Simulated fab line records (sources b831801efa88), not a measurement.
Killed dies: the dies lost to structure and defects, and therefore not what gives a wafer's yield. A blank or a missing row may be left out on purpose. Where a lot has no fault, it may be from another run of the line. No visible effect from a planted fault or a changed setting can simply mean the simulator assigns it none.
Split-lot trial || flow gf180mcu || 5 lots, 23 wafers read, on a route of 602 steps

ABOUT THE SPLIT
At GF_POLY_GATE_ETCH_13 (etches poly-Si in HBr/Cl2, stops on SiO2, target depth 198.5 nm, time 69.6 s), the setting time_s was moved away from the recipe's 69.6 s on 4 of the 23 wafers read, by -14.0% to -13.0%. All remaining wafers had this setting at the recipe value.

The reading comes from the split's own step.

THE READING
POLY_GATE.feature_depth_nm (the simulator's own value, which no gauge read), in nm, at GF_POLY_GATE_ETCH_13 (etches poly-Si in HBr/Cl2, stops on SiO2, target depth 198.5 nm, time 69.6 s). There is no usual value for it anywhere in the file. Here, 19 wafers ran the recipe; their average is 196.8 nm with a standard deviation of 1.5 nm.

{"wafer": "L074.1", "tool, chamber at the split": "rie_si-02, 1", "time_s as run, s": 69.6, "against the recipe": "recipe", "POLY_GATE.feature_depth_nm, nm": 195.3, "against lot-mates on the recipe": "-"}
{"wafer": "L074.2", "tool, chamber at the split": "rie_si-02, 0", "time_s as run, s": 69.6, "against the recipe": "recipe", "POLY_GATE.feature_depth_nm, nm": 195.9, "against lot-mates on the recipe": "-"}
{"wafer": "L074.3", "tool, chamber at the split": "rie_si-02, 3", "time_s as run, s": 69.6, "against the recipe": "recipe", "POLY_GATE.feature_depth_nm, nm": 198.1, "against lot-mates on the recipe": "-"}
{"wafer": "L074.4", "tool, chamber at the split": "rie_si-02, 2", "time_s as run, s": 69.6, "against the recipe": "recipe", "POLY_GATE.feature_depth_nm, nm": 193.8, "against lot-mates on the recipe": "-"}
{"wafer": "L074.5", "tool, chamber at the split": "rie_si-02, 3", "time_s as run, s": 69.6, "against the recipe": "recipe", "POLY_GATE.feature_depth_nm, nm": 197.8, "against lot-mates on the recipe": "-"}
{"wafer": "L081.1", "tool, chamber at the split": "rie_si-02, 0", "time_s as run, s": 60.54, "against the recipe": "-13.0%", "POLY_GATE.feature_depth_nm, nm": 172.3, "against lot-mates on the recipe": -25.2}
{"wafer": "L081.2", "tool, chamber at the split": "rie_si-02, 2", "time_s as run, s": 69.6, "against the recipe": "recipe", "POLY_GATE.feature_depth_nm, nm": 195.4, "against lot-mates on the recipe": "-"}
{"wafer": "L081.3", "tool, chamber at the split": "rie_si-02, 1", "time_s as run, s": 60.54, "against the recipe": "-13.0%", "POLY_GATE.feature_depth_nm, nm": 171.9, "against lot-mates on the recipe": -25.6}
{"wafer": "L081.5", "tool, chamber at the split": "rie_si-02, 0", "time_s as run, s": 69.6, "against the recipe": "recipe", "POLY_GATE.feature_depth_nm, nm": 197.3, "against lot-mates on the recipe": "-"}
{"wafer": "L081.6", "tool, chamber at the split": "rie_si-02, 1", "time_s as run, s": 69.6, "against the recipe": "recipe", "POLY_GATE.feature_depth_nm, nm": 199.7, "against lot-mates on the recipe": "-"}
{"wafer": "L082.1", "tool, chamber at the split": "rie_si-02, 1", "time_s as run, s": 69.6, "against the recipe": "recipe", "POLY_GATE.feature_depth_nm, nm": 196.1, "against lot-mates on the recipe": "-"}
{"wafer": "L082.2", "tool, chamber at the split": "rie_si-02, 3", "time_s as run, s": 69.6, "against the recipe": "recipe", "POLY_GATE.feature_depth_nm, nm": 198.3, "against lot-mates on the recipe": "-"}
{"wafer": "L082.4", "tool, chamber at the split": "rie_si-02, 0", "time_s as run, s": 69.6, "against the recipe": "recipe", "POLY_GATE.feature_depth_nm, nm": 196.7, "against lot-mates on the recipe": "-"}
{"wafer": "L082.5", "tool, chamber at the split": "rie_si-02, 0", "time_s as run, s": 69.6, "against the recipe": "recipe", "POLY_GATE.feature_depth_nm, nm": 196.2, "against lot-mates on the recipe": "-"}
{"wafer": "L082.6", "tool, chamber at the split": "rie_si-02, 1", "time_s as run, s": 69.6, "against the recipe": "recipe", "POLY_GATE.feature_depth_nm, nm": 194.8, "against lot-mates on the recipe": "-"}
{"wafer": "L084.2", "tool, chamber at the split": "rie_si-02, 3", "time_s as run, s": 69.6, "against the recipe": "recipe", "POLY_GATE.feature_depth_nm, nm": 197.7, "against lot-mates on the recipe": "-"}
{"wafer": "L084.4", "tool, chamber at the split": "rie_si-02, 0", "time_s as run, s": 69.6, "against the recipe": "recipe", "POLY_GATE.feature_depth_nm, nm": 195.9, "against lot-mates on the recipe": "-"}
{"wafer": "L084.6", "tool, chamber at the split": "rie_si-02, 1", "time_s as run, s": 69.6, "against the recipe": "recipe", "POLY_GATE.feature_depth_nm, nm": 197.2, "against lot-mates on the recipe": "-"}
{"wafer": "L085.1", "tool, chamber at the split": "rie_si-02, 1", "time_s as run, s": 59.84, "against the recipe": "-14.0%", "POLY_GATE.feature_depth_nm, nm": 169.9, "against lot-mates on the recipe": -28.0}
{"wafer": "L085.2", "tool, chamber at the split": "rie_si-02, 0", "time_s as run, s": 69.6, "against the recipe": "recipe", "POLY_GATE.feature_depth_nm, nm": 197.5, "against lot-mates on the recipe": "-"}
{"wafer": "L085.3", "tool, chamber at the split": "rie_si-02, 3", "time_s as run, s": 69.6, "against the recipe": "recipe", "POLY_GATE.feature_depth_nm, nm": 199.1, "against lot-mates on the recipe": "-"}
{"wafer": "L085.4", "tool, chamber at the split": "rie_si-02, 1", "time_s as run, s": 59.84, "against the recipe": "-14.0%", "POLY_GATE.feature_depth_nm, nm": 170.3, "against lot-mates on the recipe": -27.6}
{"wafer": "L085.6", "tool, chamber at the split": "rie_si-02, 0", "time_s as run, s": 69.6, "against the recipe": "recipe", "POLY_GATE.feature_depth_nm, nm": 197.2, "against lot-mates on the recipe": "-"}

THE FIT
A straight line over all 23 wafers: POLY_GATE.feature_depth_nm changes by +1.9 nm for each +1% of time_s; r = +0.99; the points scatter about the line by 1.4 nm.
The same after taking each lot's own level away (the mean of its wafers on the recipe; 23 wafers): +1.97 nm for each +1%; r = +0.99; scatter 1.2 nm.
According to that fit, moving time_s by its largest amount changes the reading by 28 nm.
From 196.18 to 197.93 nm: that is the span of the lots' own levels, equal to 1.2 times the standard deviation above.
Hence the lot-to-lot level has little effect on the slope; both slopes agree.
Check: for one of the wafers moved furthest among these (-14.0%), held out of the fit, the line's prediction against its lot-mates is -27.4 nm. Against them it came out at -28 nm.

FILE'S OWN FIT
POLY_GATE.feature_depth_nm changes by +1.97 nm for each +1% of time_s, r = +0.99.
